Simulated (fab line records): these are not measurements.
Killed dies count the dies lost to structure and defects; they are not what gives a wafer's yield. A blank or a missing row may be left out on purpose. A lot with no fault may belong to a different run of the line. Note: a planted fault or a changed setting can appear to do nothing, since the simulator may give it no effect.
Which of the tools did it? | flow gf180mcu | Sampling: 24 lots, 72 wafers, 5 of 602 route steps

WHAT THE GAUGES SHOWED, per wafer
GF_V3_CD_MEAS_14: target cd 260 nm.
lot  | measured     | on       | cdNm (nm)
L074 | day 22 03:34 | cdSem-02 | 259.9 257.4 259.6
L075 | day 22 10:04 | cdSem-01 | 259.2 259.2 260.0
L076 | day 22 20:28 | cdSem-02 | 258.3 260.1 260.4
L077 | day 23 05:49 | cdSem-02 | 258.1 258.4 259.0
L078 | day 23 21:35 | cdSem-01 | 258.9 258.8 258.2
L079 | day 24 04:46 | cdSem-01 | 258.8 259.0 259.4
L080 | day 24 12:25 | cdSem-01 | 261.5 260.7 261.9
L081 | day 24 20:17 | cdSem-01 | 261.2 261.4 261.8
L082 | day 25 03:57 | cdSem-02 | 259.2 259.6 261.2
L083 | day 25 10:18 | cdSem-02 | 259.9 261.4 260.7
L084 | day 25 22:19 | cdSem-02 | 260.7 262.3 261.3
L085 | day 26 06:55 | cdSem-02 | 260.2 260.2 260.9
L086 | day 26 11:49 | cdSem-01 | 261.7 262.3 261.8
L087 | day 26 19:34 | cdSem-01 | 257.1 258.3 258.2
L088 | day 27 04:30 | cdSem-02 | 262.5 262.0 261.5
L090 | day 27 20:11 | cdSem-01 | 258.3 258.7 259.6
L089 | day 27 21:26 | cdSem-01 | 260.6 262.1 260.6
L091 | day 28 08:46 | cdSem-01 | 260.9 260.1 261.7
L092 | day 28 10:28 | cdSem-01 | 258.7 259.3 257.6
L093 | day 28 17:12 | cdSem-01 | 260.0 261.5 259.7
L094 | day 29 00:17 | cdSem-02 | 258.4 259.6 259.3
L095 | day 29 00:38 | cdSem-01 | 259.1 258.6 259.2
L096 | day 29 12:13 | cdSem-02 | 262.5 262.0 261.3
L097 | day 29 14:20 | cdSem-02 | 259.4 260.1 258.5

GF_V3_RS_MEAS_24: measurement is done with a four-point probe.
lot  | measured     | on           | V3_W_RS (ohm/sq)
L074 | day 22 04:36 | filmMetro-02 | 0.328 0.324 0.326
L075 | day 22 11:08 | filmMetro-02 | 0.327 0.322 0.322
L076 | day 22 21:30 | filmMetro-03 | 0.328 0.327 0.326
L077 | day 23 06:53 | filmMetro-03 | 0.338 0.335 0.336
L078 | day 23 22:37 | filmMetro-01 | 0.328 0.330 0.327
L079 | day 24 05:50 | filmMetro-01 | 0.338 0.338 0.335
L080 | day 24 13:29 | filmMetro-01 | 0.327 0.322 0.325
L081 | day 24 21:20 | filmMetro-03 | 0.328 0.329 0.328
L082 | day 25 05:01 | filmMetro-03 | 0.331 0.329 0.324
L083 | day 25 11:20 | filmMetro-03 | 0.322 0.326 0.326
L084 | day 25 23:23 | filmMetro-02 | 0.325 0.327 0.325
L085 | day 26 07:58 | filmMetro-03 | 0.329 0.329 0.328
L086 | day 26 12:53 | filmMetro-01 | 0.323 0.325 0.326
L087 | day 26 20:36 | filmMetro-02 | 0.330 0.326 0.326
L088 | day 27 05:32 | filmMetro-03 | 0.326 0.325 0.323
L090 | day 27 21:14 | filmMetro-01 | 0.326 0.330 0.326
L089 | day 27 22:29 | filmMetro-02 | 0.330 0.330 0.333
L091 | day 28 09:50 | filmMetro-01 | 0.321 0.318 0.318
L092 | day 28 11:30 | filmMetro-02 | 0.324 0.333 0.329
L093 | day 28 18:14 | filmMetro-03 | 0.328 0.324 0.328
L094 | day 29 01:23 | filmMetro-02 | 0.330 0.333 0.329
L095 | day 29 01:40 | filmMetro-01 | 0.326 0.320 0.327
L096 | day 29 13:15 | filmMetro-03 | 0.322 0.322 0.321
L097 | day 29 15:22 | filmMetro-03 | 0.329 0.328 0.325

GF_M4_CD_MEAS_14: target cd 280 nm.
lot  | measured     | on       | cdNm (nm)
L074 | day 23 03:59 | cdSem-02 | 279.6 279.4 280.9
L075 | day 23 10:52 | cdSem-01 | 280.2 279.8 281.0
L076 | day 23 21:19 | cdSem-01 | 277.5 278.9 277.7
L077 | day 24 05:53 | cdSem-02 | 279.1 279.6 279.3
L078 | day 24 21:19 | cdSem-01 | 279.1 279.5 278.3
L079 | day 25 03:56 | cdSem-01 | 281.9 281.8 282.0
L080 | day 25 11:15 | cdSem-02 | 279.3 279.6 280.3
L081 | day 25 22:25 | cdSem-02 | 281.0 281.1 281.1
L082 | day 26 03:06 | cdSem-01 | 281.9 280.0 280.8
L083 | day 26 08:59 | cdSem-01 | 279.2 278.9 278.7
L084 | day 26 20:56 | cdSem-01 | 279.8 280.0 279.9
L085 | day 27 05:28 | cdSem-01 | 279.7 279.6 278.8
L086 | day 27 10:01 | cdSem-02 | 279.9 280.6 279.1
L087 | day 27 17:14 | cdSem-02 | 281.3 282.3 280.9
L088 | day 28 01:42 | cdSem-01 | 277.6 277.7 279.1
L090 | day 29 07:50 | cdSem-02 | 281.4 280.3 281.9
L089 | day 28 18:30 | cdSem-02 | 278.6 278.5 280.1
L091 | day 29 05:34 | cdSem-01 | 280.9 278.6 280.3
L092 | day 29 07:09 | cdSem-02 | 279.7 278.4 280.3
L093 | day 29 13:57 | cdSem-01 | 279.5 279.3 278.7
L094 | day 29 20:56 | cdSem-02 | 280.3 279.2 278.9
L095 | day 29 21:34 | cdSem-01 | 277.9 277.9 278.3
L096 | day 30 07:55 | cdSem-01 | 277.5 277.9 278.4
L097 | day 30 10:20 | cdSem-01 | 277.0 277.1 277.5

TOOL THAT RAN EACH LOT (tool first, then ch and the chambers of the sampled wafers, then the start)
lot  | GF_V1_CVD_02                    | GF_V2_CVD_02
L074 | pecvd-01 ch 1,2, day 16 22:31   | pecvd-01 ch 0,2, day 19 00:29
L075 | pecvd-03 ch 0,1,2, day 17 05:01 | pecvd-01 ch 0,1,2, day 19 07:16
L076 | pecvd-01 ch 1,2, day 17 16:22   | pecvd-04 ch 1,2, day 19 18:36
L077 | pecvd-01 ch 0,1, day 18 00:32   | pecvd-02 ch 0,1, day 20 04:00
L078 | pecvd-01 ch 0,1,2, day 18 16:19 | pecvd-01 ch 0,1,2, day 20 20:11
L079 | pecvd-04 ch 0,1,2, day 19 00:31 | pecvd-02 ch 1,2, day 21 04:02
L080 | pecvd-04 ch 0,1, day 19 08:44   | pecvd-01 ch 0,1, day 21 11:46
L081 | pecvd-01 ch 0,2, day 19 17:24   | pecvd-02 ch 0,1,2, day 21 20:01
L082 | pecvd-04 ch 0,2, day 20 00:30   | pecvd-04 ch 0,1, day 22 03:54
L083 | pecvd-01 ch 0,1,2, day 20 10:04 | pecvd-02 ch 1,2, day 22 12:19
L084 | pecvd-01 ch 0,2, day 20 18:46   | pecvd-02 ch 0,1,2, day 22 20:55
L085 | pecvd-04 ch 0,2, day 21 09:45   | pecvd-01 ch 0,2, day 23 10:42
L086 | pecvd-03 ch 0,2, day 21 13:49   | pecvd-04 ch 1,2, day 23 14:58
L087 | pecvd-03 ch 1,2, day 21 18:56   | pecvd-02 ch 0,1, day 23 20:10
L088 | pecvd-01 ch 0,2, day 22 09:25   | pecvd-01 ch 0,1,2, day 24 10:01
L090 | pecvd-03 ch 0,1,2, day 23 01:08 | pecvd-01 ch 0,1,2, day 25 01:10
L089 | pecvd-01 ch 1,2, day 23 03:04   | pecvd-02 ch 0,2, day 25 02:27
L091 | pecvd-01 ch 1,2, day 23 15:25   | pecvd-04 ch 0,1,2, day 25 15:05
L092 | pecvd-01 ch 0,1, day 23 19:29   | pecvd-01 ch 1,2, day 25 17:29
L093 | pecvd-03 ch 0,1,2, day 23 23:35 | pecvd-02 ch 0,2, day 26 00:53
L094 | pecvd-04 ch 0,2, day 24 10:26   | pecvd-01 ch 0,1, day 26 08:04
L095 | pecvd-01 ch 0,2, day 24 11:59   | pecvd-02 ch 0,1,2, day 26 09:07
L096 | pecvd-01 ch 0,1,2, day 24 20:57 | pecvd-01 ch 1,2, day 26 21:17
L097 | pecvd-03 ch 1,2, day 25 02:45   | pecvd-01 ch 1,2, day 26 23:56
- GF_V1_CVD_02: deposits SiO2 from TEOS, target thk 850 nm, time 94.851 s.
- GF_V2_CVD_02: deposits SiO2 from TEOS, target thk 850 nm, time 94.851 s.

AS READ BY THE TOOLS THEMSELVES (means over the sampled wafers that have a number; for cases with no such wafer, the mark the record gives instead)
GF_V1_CVD_02.
lot  | tool     | heaterPowerW (W)
L074 | pecvd-01 | 607
L075 | pecvd-03 | 603
L076 | pecvd-01 | 635
L077 | pecvd-01 | 714
L078 | pecvd-01 | 742
L079 | pecvd-04 | 657
L080 | pecvd-04 | 697
L081 | pecvd-01 | 734
L082 | pecvd-04 | 632
L083 | pecvd-01 | 734
L084 | pecvd-01 | 847
L085 | pecvd-04 | 685
L086 | pecvd-03 | 629
L087 | pecvd-03 | 563
L088 | pecvd-01 | 772
L090 | pecvd-03 | 648
L089 | pecvd-01 | 561
L091 | pecvd-01 | 606
L092 | pecvd-01 | 862
L093 | pecvd-03 | 614
L094 | pecvd-04 | 573
L095 | pecvd-01 | 868
L096 | pecvd-01 | 656
L097 | pecvd-03 | 530

GF_V2_CVD_02.
lot  | tool     | heaterPowerW (W)
L074 | pecvd-01 | 738
L075 | pecvd-01 | 752
L076 | pecvd-04 | 668
L077 | pecvd-02 | 555
L078 | pecvd-01 | 783
L079 | pecvd-02 | 532
L080 | pecvd-01 | 747
L081 | pecvd-02 | 632
L082 | pecvd-04 | 560
L083 | pecvd-02 | 611
L084 | pecvd-02 | 615
L085 | pecvd-01 | 832
L086 | pecvd-04 | 716
L087 | pecvd-02 | 603
L088 | pecvd-01 | 715
L090 | pecvd-01 | 729
L089 | pecvd-02 | 721
L091 | pecvd-04 | 655
L092 | pecvd-01 | 634
L093 | pecvd-02 | 668
L094 | pecvd-01 | 687
L095 | pecvd-02 | 664
L096 | pecvd-01 | 573
L097 | pecvd-01 | 636

THE ANSWER, worked out from the rows above alone
Rule: the usual values come from the lots themselves. Put in order of their means at a reading, lots are off if they are a third of the lots or fewer, leave a main group of 4 or more, and stand apart from it by a gap of 3 or more times the standard deviation of the main group's means; of several such gaps the widest counts. A main group whose means are all the same, to the digits that the tables above print for the reading, isn't used. A lot without any number at a reading at which 4 lots or more have one is off too. Where the step has rows for the other lots, those lots are counted as sound. The gauges are gone through in route order, then the tools' own readings, and for those a lot's mean is taken as printed above. The first step at which some lot is off is used, and at that step the reading that is off furthest; a lot without a number counts as furthest.
No lot is off on any of the readings shown, so nothing can be concluded from this.

WHAT WAS PUT IN BY THE SIMULATOR
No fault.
